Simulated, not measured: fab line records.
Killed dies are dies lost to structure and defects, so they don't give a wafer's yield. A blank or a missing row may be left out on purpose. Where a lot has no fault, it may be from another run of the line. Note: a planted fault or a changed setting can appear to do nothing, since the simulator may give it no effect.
fab line records | flow sky130
[record] lots = 24 | wafers = 72 | lastDay = 50
route steps=708 shown NWELL@82 RES_XHIGH@341 CONTACT@424 METAL1@434 CAPM@549
lots that met no fault: taken from a fault-free run of the same line
startH: start of the lot's first displayed wafer, in hours after the record's first day | waitH: how many hours have passed since the lot's step before this one | " as in the row above | L1.1+2: a single row standing in for several wafers | - no value present, or no start provided | * or withheld: withheld | < > ~ a bound
route shown NAME@n: NAME is a module with steps in the file, n the number in the route of the first one | usual: mean/standard deviation of fault-free wafers | same: alike in all rows | chamber/n: place in a boat | sites: the reading at each site | _std_site: standard deviation across them | _edge_site: mean of outer sites minus mean of inner sites | radiusMm: how far each site lies from the wafer's centre | mask NAME#n: copy n | behind: the most recent tool/chamber to have shaped the wafer | hold: why the lot was held/for how many hours/how that ended | device: the n, p or np transistor that did not switch | end of line: tests of these same wafers at the route's end | for a step that has no rows: nothing shown but its recipe | killed: count of dies lost to structure and defects at first sort (not the wafer's yield) | map: per-die view of a wafer (x killed, . not killed, _ where there is no die)
set.NAME: setting as actually run; set.NAME@STEP: the setting as run at that earlier step | model.NAME: the simulator's own value behind a step, which no gauge read
route steps across a sampled set of lots; one table per step, one row per wafer
services: a tool's chamber out of use, with start hour (startH, from the record's first day; less than 0 if before it), hours out, and reason
[[steps]]
[step SKY_NWELL_RS_MEAS_29]
[recipe] thkMeasGauge = four-point-probe
[usual] NWELL_RS = 624.7/1.5
lot.wafer | tool         | chamber | startH | waitH | NWELL_RS[ohm/sq]
L074.1    | filmMetro-01 | -       | 101.07 | 0.1   | 626.1
L074.4    | "            | -       | "      | "     | 624.6
L074.6    | "            | -       | "      | "     | 624.3
L075.2    | filmMetro-01 | -       | 113.24 | 0.1   | 625.3
L075.3    | "            | -       | "      | "     | 625.1
L075.6    | "            | -       | "      | "     | 624.8
L076.1    | filmMetro-03 | -       | 118.27 | 0.1   | 624.9
L076.3    | "            | -       | "      | "     | 623.0
L076.6    | "            | -       | "      | "     | 625.2
L077.1    | filmMetro-01 | -       | 124.92 | 0.1   | 625.5
L077.3    | "            | -       | "      | "     | 625.5
L077.6    | "            | -       | "      | "     | 625.1
L078.3    | filmMetro-02 | -       | 132.06 | 0.1   | 624.8
L078.4    | "            | -       | "      | "     | 626.4
L078.6    | "            | -       | "      | "     | 627.4
L079.1    | filmMetro-03 | -       | 135.92 | 0.1   | 624.1
L079.3    | "            | -       | "      | "     | 623.3
L079.4    | "            | -       | "      | "     | 624.7
L080.2    | filmMetro-01 | -       | 143.37 | 0.1   | 621.7
L080.3    | "            | -       | "      | "     | 623.0
L080.4    | "            | -       | "      | "     | 621.6
L081.4    | filmMetro-03 | -       | 144.06 | 0.1   | 626.9
L081.5    | "            | -       | "      | "     | 626.0
L081.6    | "            | -       | "      | "     | 626.3
L082.1    | filmMetro-03 | -       | 151.82 | 0.1   | 622.3
L082.2    | "            | -       | "      | "     | 623.5
L082.4    | "            | -       | "      | "     | 622.0
L083.2    | filmMetro-02 | -       | 159.59 | 0.1   | 626.5
L083.5    | "            | -       | "      | "     | 627.7
L083.6    | "            | -       | "      | "     | 625.9
L084.3    | filmMetro-03 | -       | 171.26 | 0.1   | 626.4
L084.4    | "            | -       | "      | "     | 624.7
L084.5    | "            | -       | "      | "     | 625.7
L085.1    | filmMetro-02 | -       | 177.10 | 0.1   | 624.6
L085.3    | "            | -       | "      | "     | 625.0
L085.4    | "            | -       | "      | "     | 625.6
L086.4    | filmMetro-01 | -       | 183.37 | 0.1   | 624.4
L086.5    | "            | -       | "      | "     | 623.0
L086.6    | "            | -       | "      | "     | 623.7
L087.1    | filmMetro-01 | -       | 189.07 | 0.1   | 623.7
L087.2    | "            | -       | "      | "     | 620.9
L087.5    | "            | -       | "      | "     | 623.3
L088.1    | filmMetro-03 | -       | 191.87 | 0.1   | 626.6
L088.2    | "            | -       | "      | "     | 623.8
L088.3    | "            | -       | "      | "     | 626.5
L089.2    | filmMetro-01 | -       | 199.64 | 0.1   | 624.8
L089.4    | "            | -       | "      | "     | 625.1
L089.5    | "            | -       | "      | "     | 625.7
L090.1    | filmMetro-03 | -       | 206.27 | 0.1   | 622.5
L090.3    | "            | -       | "      | "     | 622.2
L090.5    | "            | -       | "      | "     | 623.4
L091.2    | filmMetro-02 | -       | 209.79 | 0.1   | 624.8
L091.3    | "            | -       | "      | "     | 623.4
L091.4    | "            | -       | "      | "     | 621.8
L092.3    | filmMetro-03 | -       | 216.52 | 0.1   | 625.6
L092.4    | "            | -       | "      | "     | 624.0
L092.6    | "            | -       | "      | "     | 624.0
L093.1    | filmMetro-01 | -       | 219.62 | 0.1   | 625.9
L093.2    | "            | -       | "      | "     | 626.0
L093.4    | "            | -       | "      | "     | 623.2
L094.1    | filmMetro-03 | -       | 223.87 | 0.1   | 624.3
L094.2    | "            | -       | "      | "     | 623.4
L094.4    | "            | -       | "      | "     | 625.6
L095.3    | filmMetro-01 | -       | 229.64 | 0.1   | 624.4
L095.5    | "            | -       | "      | "     | 624.8
L095.6    | "            | -       | "      | "     | 628.0
L096.2    | filmMetro-02 | -       | 237.34 | 0.1   | 627.3
L096.4    | "            | -       | "      | "     | 627.2
L096.6    | "            | -       | "      | "     | 625.8
L097.1    | filmMetro-01 | -       | 242.72 | 0.1   | 623.1
L097.3    | "            | -       | "      | "     | 625.4
L097.6    | "            | -       | "      | "     | 623.7
[step SKY_RES_XHIGH_TW_MEAS_09]
[usual] RES_XHIGH_TW = 1634/16
lot.wafer | tool         | chamber | startH | waitH | RES_XHIGH_TW
L074.1    | filmMetro-04 | -       | 606.87 | 0.1   | 1654
L074.4    | "            | -       | "      | "     | 1652
L074.6    | "            | -       | "      | "     | 1656
L075.2    | filmMetro-01 | -       | 624.86 | 0.1   | 1633
L075.3    | "            | -       | "      | "     | 1628
L075.6    | "            | -       | "      | "     | 1632
L076.1    | filmMetro-02 | -       | 637.22 | 0.1   | 1599
L076.3    | "            | -       | "      | "     | 1610
L076.6    | "            | -       | "      | "     | 1604
L077.1    | filmMetro-01 | -       | 644.90 | 0.1   | 1638
L077.3    | "            | -       | "      | "     | 1629
L077.6    | "            | -       | "      | "     | 1630
L078.3    | filmMetro-01 | -       | 650.52 | 0.1   | 1624
L078.4    | "            | -       | "      | "     | 1635
L078.6    | "            | -       | "      | "     | 1640
L079.1    | filmMetro-01 | -       | 662.92 | 0.1   | 1631
L079.3    | "            | -       | "      | "     | 1638
L079.4    | "            | -       | "      | "     | 1641
L080.2    | filmMetro-01 | -       | 670.93 | 0.1   | 1633
L080.3    | "            | -       | "      | "     | 1630
L080.4    | "            | -       | "      | "     | 1637
L082.1    | filmMetro-01 | -       | 686.79 | 0.1   | 1630
L082.2    | "            | -       | "      | "     | 1640
L082.4    | "            | -       | "      | "     | 1646
L081.4    | filmMetro-02 | -       | 688.48 | 0.1   | 1624
L081.5    | "            | -       | "      | "     | 1608
L081.6    | "            | -       | "      | "     | 1607
L083.2    | filmMetro-01 | -       | 692.30 | 0.1   | 1642
L083.5    | "            | -       | "      | "     | 1643
L083.6    | "            | -       | "      | "     | 1643
L084.3    | filmMetro-04 | -       | 711.46 | 0.1   | 1652
L084.4    | "            | -       | "      | "     | 1644
L084.5    | "            | -       | "      | "     | 1651
L085.1    | filmMetro-02 | -       | 713.50 | 0.1   | 1627
L085.3    | "            | -       | "      | "     | 1627
L085.4    | "            | -       | "      | "     | 1630
L086.4    | filmMetro-04 | -       | 721.63 | 0.1   | 1641
L086.5    | "            | -       | "      | "     | 1646
L086.6    | "            | -       | "      | "     | 1645
L087.1    | filmMetro-04 | -       | 729.72 | 0.1   | 1653
L087.2    | "            | -       | "      | "     | 1644
L087.5    | "            | -       | "      | "     | 1662
L088.1    | filmMetro-02 | -       | 737.30 | 0.1   | 1602
L088.2    | "            | -       | "      | "     | 1612
L088.3    | "            | -       | "      | "     | 1607
L089.2    | filmMetro-01 | -       | 749.40 | 0.1   | 1630
L089.4    | "            | -       | "      | "     | 1629
L089.5    | "            | -       | "      | "     | 1632
L090.1    | filmMetro-01 | -       | 757.14 | 0.1   | 1636
L090.3    | "            | -       | "      | "     | 1637
L090.5    | "            | -       | "      | "     | 1635
L091.2    | filmMetro-02 | -       | 758.05 | 0.1   | 1609
L091.3    | "            | -       | "      | "     | 1612
L091.4    | "            | -       | "      | "     | 1616
L092.3    | filmMetro-04 | -       | 767.59 | 0.1   | 1656
L092.4    | "            | -       | "      | "     | 1652
L092.6    | "            | -       | "      | "     | 1647
L093.1    | filmMetro-01 | -       | 771.67 | 0.1   | 1634
L093.2    | "            | -       | "      | "     | 1632
L093.4    | "            | -       | "      | "     | 1635
L094.1    | filmMetro-02 | -       | 777.83 | 0.1   | 1608
L094.2    | "            | -       | "      | "     | 1608
L094.4    | "            | -       | "      | "     | 1611
L095.3    | filmMetro-04 | -       | 782.01 | 0.1   | 1658
L095.5    | "            | -       | "      | "     | 1659
L095.6    | "            | -       | "      | "     | 1653
L096.2    | filmMetro-04 | -       | 790.90 | 0.1   | 1653
L096.4    | "            | -       | "      | "     | 1645
L096.6    | "            | -       | "      | "     | 1656
L097.1    | filmMetro-01 | -       | 798.69 | 0.1   | 1632
L097.3    | "            | -       | "      | "     | 1632
L097.6    | "            | -       | "      | "     | 1636
[step SKY_CONTACT_ETCH_18]
[recipe] target = Si3N4 | chemistry = CHF3/O2 | stopOn = TiN | sourceW = 600 | biasW = 200 | pressureMtorr = 40 | chf3FlowSccm = 50 | O2_flow_sccm = 5 | timeS = 39 | targetDepthA = 750
[usual] drypumpMotorCurrentA = 5.8/0.37 | oesProductAu = 0.855/0.0074 | throttleValvePct = 8.791/0.0092
lot.wafer | tool       | chamber | startH | waitH | drypumpMotorCurrentA | oesProductAu | rfHoursCounterH | throttleValvePct
L074.1    | rieDiel-02 | 0       | -      | -     | 5.7                  | 0.857        | 12              | 8.782
L074.4    | "          | 3       | "      | "     | 5.8                  | 0.852        | 8               | 8.803
L074.6    | "          | 0       | "      | "     | 5.6                  | 0.861        | -               | 8.798
L075.2    | rieDiel-04 | 2       | -      | -     | 6.3                  | 0.840        | 8               | 8.778
L075.3    | "          | 3       | "      | "     | 5.5                  | 0.853        | 4               | 8.802
L075.6    | "          | 1       | "      | "     | 6.6                  | 0.849        | -               | 8.774
L076.1    | rieDiel-03 | 0       | -      | -     | 5.7                  | 0.841        | 2               | 8.776
L076.3    | "          | 3       | "      | "     | 5.5                  | 0.853        | 8               | 8.806
L076.6    | "          | 1       | "      | "     | 5.7                  | 0.848        | -               | 8.774
L077.1    | rieDiel-04 | 3       | -      | -     | 5.5                  | 0.857        | 5               | 8.797
L077.3    | "          | 1       | "      | "     | 6.7                  | 0.854        | 4               | 8.790
L077.6    | "          | 3       | "      | "     | 5.5                  | 0.864        | -               | 8.803
L078.3    | rieDiel-04 | 1       | -      | -     | 6.7                  | 0.845        | 4               | 8.789
L078.4    | "          | 2       | "      | "     | 6.3                  | 0.862        | 9               | 8.793
L078.6    | "          | 3       | "      | "     | 5.5                  | 0.851        | -               | 8.805
L079.1    | rieDiel-02 | 2       | -      | -     | 5.5                  | 0.848        | 15              | 8.785
L079.3    | "          | 3       | "      | "     | 5.8                  | 0.844        | 10              | 8.785
L079.4    | "          | 0       | "      | "     | 5.6                  | 0.862        | 14              | 8.795
L080.2    | rieDiel-04 | 3       | -      | -     | 5.5                  | 0.837        | 6               | 8.772
L080.3    | "          | 1       | "      | "     | 6.7                  | 0.852        | 4               | 8.780
L080.4    | "          | 2       | "      | "     | 6.3                  | 0.856        | 9               | 8.805
L082.1    | rieDiel-03 | 0       | -      | -     | 5.7                  | 0.856        | 4               | 8.783
L082.2    | "          | 3       | "      | "     | 5.5                  | 0.851        | 10              | 8.785
L082.4    | "          | 1       | "      | "     | 5.7                  | 0.859        | 0               | 8.793
L081.4    | rieDiel-02 | 3       | -      | -     | 5.8                  | 0.860        | 10              | 8.816
L081.5    | "          | 0       | "      | "     | 5.7                  | 0.864        | -               | 8.794
L081.6    | "          | 1       | "      | "     | 5.9                  | 0.864        | -               | 8.799
L083.2    | rieDiel-02 | 1       | -      | -     | 5.9                  | 0.862        | 23              | 8.779
L083.5    | "          | 3       | "      | "     | 5.8                  | 0.869        | -               | 8.799
L083.6    | "          | 0       | "      | "     | 5.7                  | 0.866        | -               | 8.793
L084.3    | rieDiel-03 | 0       | -      | -     | 5.7                  | 0.856        | 5               | 8.797
L084.4    | "          | 3       | "      | "     | 5.5                  | 0.864        | 10              | 8.798
L084.5    | "          | 1       | "      | "     | 5.6                  | 0.853        | -               | 8.782
L085.1    | rieDiel-03 | 3       | -      | -     | 5.5                  | 0.848        | 10              | 8.777
L085.3    | "          | 2       | "      | "     | 5.6                  | 0.845        | 13              | 8.795
L085.4    | "          | 0       | "      | "     | 5.7                  | 0.863        | 5               | 8.797
L086.4    | rieDiel-04 | 3       | -      | -     | 5.5                  | 0.850        | 7               | 8.782
L086.5    | "          | 3       | "      | "     | 5.5                  | 0.861        | -               | 8.794
L086.6    | "          | 2       | "      | "     | 6.3                  | 0.857        | -               | 8.774
L087.1    | rieDiel-04 | 1       | -      | -     | 6.6                  | 0.853        | 6               | 8.803
L087.2    | "          | 0       | "      | "     | 5.6                  | 0.858        | 5               | 8.795
L087.5    | "          | 1       | "      | "     | 6.7                  | 0.861        | -               | 8.780
L088.1    | rieDiel-04 | 2       | -      | -     | 6.3                  | 0.852        | 11              | 8.798
L088.2    | "          | 3       | "      | "     | 5.5                  | 0.852        | 8               | 8.787
L088.3    | "          | 0       | "      | "     | 5.6                  | 0.857        | 6               | 8.795
L089.2    | rieDiel-03 | 0       | -      | -     | 5.7                  | 0.839        | 6               | 8.793
L089.4    | "          | 3       | "      | "     | 5.5                  | 0.855        | 11              | 8.784
L089.5    | "          | 3       | "      | "     | 5.5                  | 0.861        | -               | 8.799
L090.1    | rieDiel-04 | 2       | -      | -     | 6.3                  | 0.848        | 12              | 8.787
L090.3    | "          | 1       | "      | "     | 6.7                  | 0.865        | 7               | 8.813
L090.5    | "          | 3       | "      | "     | 5.5                  | 0.861        | -               | 8.788
L091.2    | rieDiel-02 | 1       | -      | -     | 5.9                  | 0.845        | 25              | 8.782
L091.3    | "          | 3       | "      | "     | 5.8                  | 0.853        | 13              | 8.776
L091.4    | "          | 0       | "      | "     | 5.7                  | 0.859        | 17              | 8.789
L092.3    | rieDiel-02 | 0       | -      | -     | 5.7                  | 0.843        | 17              | 8.785
L092.4    | "          | 2       | "      | "     | 5.6                  | 0.857        | 18              | 8.802
L092.6    | "          | 3       | "      | "     | 5.8                  | 0.855        | -               | 8.806
L093.1    | rieDiel-03 | 0       | -      | -     | 5.7                  | 0.853        | 6               | 8.789
L093.2    | "          | 2       | "      | "     | 5.6                  | 0.859        | 15              | 8.779
L093.4    | "          | 1       | "      | "     | 5.7                  | 0.869        | 3               | 8.801
L094.1    | rieDiel-04 | 2       | -      | -     | 6.3                  | 0.856        | 12              | 8.785
L094.2    | "          | 0       | "      | "     | 5.6                  | 0.852        | 7               | 8.786
L094.4    | "          | 1       | "      | "     | 6.7                  | 0.872        | 8               | 8.782
L095.3    | rieDiel-02 | 1       | -      | -     | 5.9                  | 0.841        | 26              | 8.811
L095.5    | "          | 0       | "      | "     | 5.6                  | 0.863        | -               | 8.795
L095.6    | "          | 1       | "      | "     | 5.9                  | 0.854        | -               | 8.803
L096.2    | rieDiel-03 | 3       | -      | -     | 5.5                  | 0.860        | 12              | 8.793
L096.4    | "          | 0       | "      | "     | 5.7                  | 0.858        | -               | 8.805
L096.6    | "          | 3       | "      | "     | 5.5                  | 0.861        | -               | 8.782
L097.1    | rieDiel-04 | 0       | -      | -     | 5.6                  | 0.857        | 8               | 8.789
L097.3    | "          | 1       | "      | "     | 6.7                  | 0.852        | 9               | 8.785
L097.6    | "          | 1       | "      | "     | 6.7                  | 0.856        | -               | 8.792
[step SKY_CONTACT_THK_MEAS_26]
[recipe] thkMeasGauge = xrf | reads = W_of_CONTACT_CVD_24
[usual] CONTACT_W_THK = 348/6.6
lot.wafer | tool         | chamber | startH | waitH | CONTACT_W_THK[nm]
L074.1    | filmMetro-03 | -       | 726.13 | 0.1   | 357
L074.4    | "            | -       | "      | "     | 348
L074.6    | "            | -       | "      | "     | 344
L075.2    | filmMetro-03 | -       | 743.68 | 0.1   | 341
L075.3    | "            | -       | "      | "     | 336
L075.6    | "            | -       | "      | "     | 343
L076.1    | filmMetro-03 | -       | 754.06 | 0.1   | 338
L076.3    | "            | -       | "      | "     | 358
L076.6    | "            | -       | "      | "     | 359
L077.1    | filmMetro-04 | -       | 761.64 | 0.1   | 358
L077.3    | "            | -       | "      | "     | 346
L077.6    | "            | -       | "      | "     | 359
L078.3    | filmMetro-04 | -       | 769.12 | 0.1   | 348
L078.4    | "            | -       | "      | "     | 342
L078.6    | "            | -       | "      | "     | 343
L079.1    | filmMetro-04 | -       | 779.36 | 0.1   | 336
L079.3    | "            | -       | "      | "     | 344
L079.4    | "            | -       | "      | "     | 341
L080.2    | filmMetro-03 | -       | 786.71 | 0.1   | 355
L080.3    | "            | -       | "      | "     | 351
L080.4    | "            | -       | "      | "     | 345
L082.1    | filmMetro-03 | -       | 801.86 | 0.1   | 350
L082.2    | "            | -       | "      | "     | 351
L082.4    | "            | -       | "      | "     | 348
L081.4    | filmMetro-04 | -       | 802.52 | 0.1   | 343
L081.5    | "            | -       | "      | "     | 343
L081.6    | "            | -       | "      | "     | 356
L083.2    | filmMetro-04 | -       | 806.93 | 0.1   | 340
L083.5    | "            | -       | "      | "     | 349
L083.6    | "            | -       | "      | "     | 340
L084.3    | filmMetro-01 | -       | 824.95 | 0.1   | 340
L084.4    | "            | -       | "      | "     | 345
L084.5    | "            | -       | "      | "     | 336
L085.1    | filmMetro-01 | -       | 827.16 | 0.1   | 343
L085.3    | "            | -       | "      | "     | 340
L085.4    | "            | -       | "      | "     | 347
L086.4    | filmMetro-03 | -       | 835.07 | 0.1   | 356
L086.5    | "            | -       | "      | "     | 353
L086.6    | "            | -       | "      | "     | 345
L087.1    | filmMetro-04 | -       | 844.21 | 0.1   | 365
L087.2    | "            | -       | "      | "     | 349
L087.5    | "            | -       | "      | "     | 351
L088.1    | filmMetro-03 | -       | 849.49 | 0.1   | 340
L088.2    | "            | -       | "      | "     | 348
L088.3    | "            | -       | "      | "     | 345
L089.2    | filmMetro-03 | -       | 860.52 | 0.1   | 348
L089.4    | "            | -       | "      | "     | 345
L089.5    | "            | -       | "      | "     | 350
L090.1    | filmMetro-03 | -       | 868.25 | 0.1   | 348
L090.3    | "            | -       | "      | "     | 353
L090.5    | "            | -       | "      | "     | 344
L091.2    | filmMetro-01 | -       | 869.67 | 0.1   | 335
L091.3    | "            | -       | "      | "     | 341
L091.4    | "            | -       | "      | "     | 344
L092.3    | filmMetro-01 | -       | 878.33 | 0.1   | 351
L092.4    | "            | -       | "      | "     | 341
L092.6    | "            | -       | "      | "     | 344
L093.1    | filmMetro-03 | -       | 882.55 | 0.1   | 365
L093.2    | "            | -       | "      | "     | 356
L093.4    | "            | -       | "      | "     | 351
L094.1    | filmMetro-03 | -       | 887.09 | 0.1   | 346
L094.2    | "            | -       | "      | "     | 353
L094.4    | "            | -       | "      | "     | 356
L095.3    | filmMetro-04 | -       | 891.93 | 0.1   | 340
L095.5    | "            | -       | "      | "     | 351
L095.6    | "            | -       | "      | "     | 344
L096.2    | filmMetro-03 | -       | 901.20 | 0.1   | 342
L096.4    | "            | -       | "      | "     | 341
L096.6    | "            | -       | "      | "     | 344
L097.1    | filmMetro-01 | -       | 908.12 | 0.1   | 350
L097.3    | "            | -       | "      | "     | 356
L097.6    | "            | -       | "      | "     | 342
[step SKY_METAL1_SPUTTER_00]
[recipe] material = Ti | targetThkNm = 15 | powerW = 3000 | timeS = 10 | chamberPressurePa = 0.4
[usual] chamberPressurePa = 0.4001/0.0008 | throttleValvePct = 29.5/0.9
lot.wafer | tool          | chamber | startH | waitH | chamberPressurePa | throttleValvePct
L074.1    | pvdSputter-03 | -       | 726.49 | 0.2   | 0.4007            | 29.5
L074.4    | "             | -       | "      | "     | 0.3987            | 28.4
L074.6    | "             | -       | "      | "     | 0.3999            | 31.4
L075.2    | pvdSputter-04 | -       | 744.03 | 0.2   | 0.4013            | 30.1
L075.3    | "             | -       | "      | "     | 0.4011            | 28.9
L075.6    | "             | -       | "      | "     | 0.4001            | 29.4
L076.1    | pvdSputter-02 | -       | 754.42 | 0.2   | 0.4016            | 27.6
L076.3    | "             | -       | "      | "     | 0.4001            | 29.7
L076.6    | "             | -       | "      | "     | 0.3997            | 29.8
L077.1    | pvdSputter-03 | -       | 762.00 | 0.2   | 0.4003            | 31.4
L077.3    | "             | -       | "      | "     | 0.4003            | 28.9
L077.6    | "             | -       | "      | "     | 0.4004            | 28.8
L078.3    | pvdSputter-04 | -       | 769.46 | 0.2   | 0.4012            | 29.7
L078.4    | "             | -       | "      | "     | 0.4006            | 29.2
L078.6    | "             | -       | "      | "     | 0.4013            | 30.1
L079.1    | pvdSputter-02 | -       | 779.72 | 0.1   | 0.4011            | 29.2
L079.3    | "             | -       | "      | "     | 0.3989            | 27.6
L079.4    | "             | -       | "      | "     | 0.3998            | 29.9
L080.2    | pvdSputter-04 | -       | 787.06 | 0.2   | 0.3982            | 29.7
L080.3    | "             | -       | "      | "     | 0.4009            | 29.1
L080.4    | "             | -       | "      | "     | 0.4005            | 28.5
L082.1    | pvdSputter-03 | -       | 802.22 | 0.2   | 0.3989            | 29.6
L082.2    | "             | -       | "      | "     | 0.3992            | 31.3
L082.4    | "             | -       | "      | "     | 0.4005            | 28.5
L081.4    | pvdSputter-02 | -       | 802.85 | 0.2   | 0.4022            | 29.1
L081.5    | "             | -       | "      | "     | 0.4004            | 27.4
L081.6    | "             | -       | "      | "     | 0.4014            | 28.9
L083.2    | pvdSputter-03 | -       | 807.28 | 0.1   | 0.4003            | 31.5
L083.5    | "             | -       | "      | "     | 0.3997            | 31.2
L083.6    | "             | -       | "      | "     | 0.3993            | 29.5
L084.3    | pvdSputter-02 | -       | 825.29 | 0.2   | 0.4001            | 29.7
L084.4    | "             | -       | "      | "     | 0.4019            | 29.1
L084.5    | "             | -       | "      | "     | 0.4013            | 29.7
L085.1    | pvdSputter-02 | -       | 827.52 | 0.1   | 0.4003            | 29.9
L085.3    | "             | -       | "      | "     | 0.4001            | 27.7
L085.4    | "             | -       | "      | "     | 0.3995            | 29.1
L086.4    | pvdSputter-02 | -       | 835.40 | 0.1   | 0.4005            | 29.6
L086.5    | "             | -       | "      | "     | 0.3995            | 29.5
L086.6    | "             | -       | "      | "     | 0.4005            | 29.8
L087.1    | pvdSputter-03 | -       | 844.57 | 0.2   | 0.3995            | 30.4
L087.2    | "             | -       | "      | "     | 0.4004            | 29.5
L087.5    | "             | -       | "      | "     | 0.3994            | 31.4
L088.1    | pvdSputter-04 | -       | 849.85 | 0.2   | 0.3998            | 30.0
L088.2    | "             | -       | "      | "     | 0.3998            | 29.8
L088.3    | "             | -       | "      | "     | 0.4005            | 29.3
L089.2    | pvdSputter-04 | -       | 860.87 | 0.1   | 0.4016            | 28.8
L089.4    | "             | -       | "      | "     | 0.4013            | 29.7
L089.5    | "             | -       | "      | "     | 0.3994            | 30.2
L090.1    | pvdSputter-02 | -       | 868.61 | 0.1   | 0.4011            | 28.9
L090.3    | "             | -       | "      | "     | 0.4002            | 29.6
L090.5    | "             | -       | "      | "     | 0.3992            | 29.9
L091.2    | pvdSputter-04 | -       | 870.02 | 0.1   | 0.4004            | 29.7
L091.3    | "             | -       | "      | "     | 0.3992            | 30.1
L091.4    | "             | -       | "      | "     | 0.4006            | 29.2
L092.3    | pvdSputter-02 | -       | 878.67 | 0.2   | 0.3997            | 29.9
L092.4    | "             | -       | "      | "     | 0.4011            | 29.8
L092.6    | "             | -       | "      | "     | 0.3993            | 29.0
L093.1    | pvdSputter-04 | -       | 882.91 | 0.2   | 0.4003            | 29.6
L093.2    | "             | -       | "      | "     | 0.3989            | 30.0
L093.4    | "             | -       | "      | "     | 0.3997            | 29.3
L094.1    | pvdSputter-03 | -       | 887.45 | 0.1   | 0.4013            | 29.6
L094.2    | "             | -       | "      | "     | 0.3980            | 28.6
L094.4    | "             | -       | "      | "     | 0.3994            | 30.3
L095.3    | pvdSputter-02 | -       | 892.27 | 0.2   | 0.4007            | 29.7
L095.5    | "             | -       | "      | "     | 0.4002            | 29.5
L095.6    | "             | -       | "      | "     | 0.4003            | 29.9
L096.2    | pvdSputter-02 | -       | 901.55 | 0.2   | 0.4006            | 27.5
L096.4    | "             | -       | "      | "     | 0.4012            | 29.8
L096.6    | "             | -       | "      | "     | 0.4008            | 29.8
L097.1    | pvdSputter-03 | -       | 908.48 | 0.1   | 0.4005            | 31.4
L097.3    | "             | -       | "      | "     | 0.4004            | 29.9
L097.6    | "             | -       | "      | "     | 0.4010            | 31.3
[step SKY_CAPM_OVL_MEAS_12]
[usual] CAPM_OVL = 0.3/1.3
lot.wafer | tool       | chamber | startH  | waitH | CAPM_OVL[nm]
L074.1    | overlay-01 | -       | 866.35  | 0.1   | -1.2
L074.4    | "          | -       | "       | "     | 0.2
L074.6    | "          | -       | "       | "     | 0.6
L075.2    | overlay-02 | -       | 882.93  | 0.1   | 0.2
L075.3    | "          | -       | "       | "     | 3.3
L075.6    | "          | -       | "       | "     | 1.3
L076.1    | overlay-02 | -       | 893.14  | 0.1   | 1.5
L076.3    | "          | -       | "       | "     | 1.0
L076.6    | "          | -       | "       | "     | 2.3
L077.1    | overlay-02 | -       | 900.44  | 0.1   | 1.8
L077.3    | "          | -       | "       | "     | 2.0
L077.6    | "          | -       | "       | "     | 2.3
L078.3    | overlay-02 | -       | 907.22  | 0.1   | 0.5
L078.4    | "          | -       | "       | "     | 1.8
L078.6    | "          | -       | "       | "     | -0.2
L079.1    | overlay-02 | -       | 916.90  | 0.1   | 1.5
L079.3    | "          | -       | "       | "     | 0.4
L079.4    | "          | -       | "       | "     | -2.0
L080.2    | overlay-01 | -       | 924.16  | 0.1   | -1.5
L080.3    | "          | -       | "       | "     | 0.5
L080.4    | "          | -       | "       | "     | -1.2
L082.1    | overlay-01 | -       | 936.72  | 0.1   | 0.8
L082.2    | "          | -       | "       | "     | 1.9
L082.4    | "          | -       | "       | "     | 2.2
L081.4    | overlay-01 | -       | 936.86  | 0.1   | 0.7
L081.5    | "          | -       | "       | "     | 2.9
L081.6    | "          | -       | "       | "     | 0.1
L083.2    | overlay-02 | -       | 941.94  | 0.1   | 1.4
L083.5    | "          | -       | "       | "     | -1.0
L083.6    | "          | -       | "       | "     | 1.4
L084.3    | overlay-01 | -       | 958.22  | 0.1   | -1.6
L084.4    | "          | -       | "       | "     | -1.6
L084.5    | "          | -       | "       | "     | -1.1
L085.1    | overlay-02 | -       | 959.62  | 0.1   | -0.7
L085.3    | "          | -       | "       | "     | 0.6
L085.4    | "          | -       | "       | "     | -0.1
L086.4    | overlay-02 | -       | 968.54  | 0.1   | -1.3
L086.5    | "          | -       | "       | "     | 0.4
L086.6    | "          | -       | "       | "     | -2.0
L087.1    | overlay-02 | -       | 976.15  | 0.1   | -1.2
L087.2    | "          | -       | "       | "     | 0.0
L087.5    | "          | -       | "       | "     | -1.0
L088.1    | overlay-01 | -       | 978.99  | 0.1   | -0.3
L088.2    | "          | -       | "       | "     | -1.5
L088.3    | "          | -       | "       | "     | -2.2
L089.2    | overlay-01 | -       | 991.69  | 0.1   | -0.1
L089.4    | "          | -       | "       | "     | -1.5
L089.5    | "          | -       | "       | "     | 0.9
L090.1    | overlay-01 | -       | 996.82  | 0.1   | 4.0
L090.3    | "          | -       | "       | "     | 1.1
L090.5    | "          | -       | "       | "     | 0.2
L091.2    | overlay-02 | -       | 998.24  | 0.1   | -0.7
L091.3    | "          | -       | "       | "     | 2.2
L091.4    | "          | -       | "       | "     | 1.1
L092.3    | overlay-01 | -       | 1005.97 | 0.1   | 0.4
L092.4    | "          | -       | "       | "     | 0.2
L092.6    | "          | -       | "       | "     | -0.5
L093.1    | overlay-01 | -       | 1011.72 | 0.1   | 0.2
L093.2    | "          | -       | "       | "     | -0.6
L093.4    | "          | -       | "       | "     | -0.9
L094.1    | overlay-01 | -       | 1014.74 | 0.1   | -1.0
L094.2    | "          | -       | "       | "     | 2.1
L094.4    | "          | -       | "       | "     | -0.2
L095.3    | overlay-02 | -       | 1019.90 | 0.1   | 2.1
L095.5    | "          | -       | "       | "     | 1.9
L095.6    | "          | -       | "       | "     | 0.2
L096.2    | overlay-01 | -       | 1026.84 | 0.1   | -0.3
L096.4    | "          | -       | "       | "     | 0.3
L096.6    | "          | -       | "       | "     | -1.6
L097.1    | overlay-02 | -       | 1033.27 | 0.1   | -2.1
L097.3    | "          | -       | "       | "     | -1.7
L097.6    | "          | -       | "       | "     | -1.4
[[services]]
tool          | chamber | startH | hours | kind
pvdSputter-02 | -       | 721.29 | 0.9   | repair
rieDiel-03    | -       | 723.28 | 0.9   | repair
pvdSputter-02 | -       | 739.33 | 5.9   | repair
rieDiel-03    | 1       | 749.67 | 1.2   | repair
pvdSputter-04 | -       | 756.06 | 1.0   | repair
pvdSputter-04 | -       | 769.78 | 1.7   | repair
pvdSputter-02 | -       | 770.39 | 3.0   | repair
rieDiel-02    | 3       | 778.48 | 3.8   | repair
rieDiel-03    | 1       | 797.27 | 2.6   | repair
pvdSputter-04 | -       | 798.26 | 5.9   | repair
rieDiel-03    | -       | 805.66 | 0.3   | repair
pvdSputter-04 | -       | 811.54 | 4.9   | repair
rieDiel-04    | -       | 816.20 | 2.8   | pm
pvdSputter-04 | -       | 816.81 | 1.2   | repair
rieDiel-02    | 3       | 824.26 | 2.4   | repair
pvdSputter-02 | -       | 849.06 | 1.5   | repair
pvdSputter-04 | -       | 851.12 | 7.5   | repair
rieDiel-04    | -       | 857.99 | 0.3   | repair
rieDiel-04    | 0       | 863.07 | 6.9   | repair
rieDiel-03    | 0       | 878.38 | 1.9   | repair
rieDiel-04    | 3       | 889.10 | 18.6  | repair
pvdSputter-03 | -       | 891.68 | 1.9   | repair
rieDiel-02    | 2       | 891.72 | 3.7   | repair
rieDiel-03    | 2       | 893.32 | 25.9  | repair
[[key]]
fault none
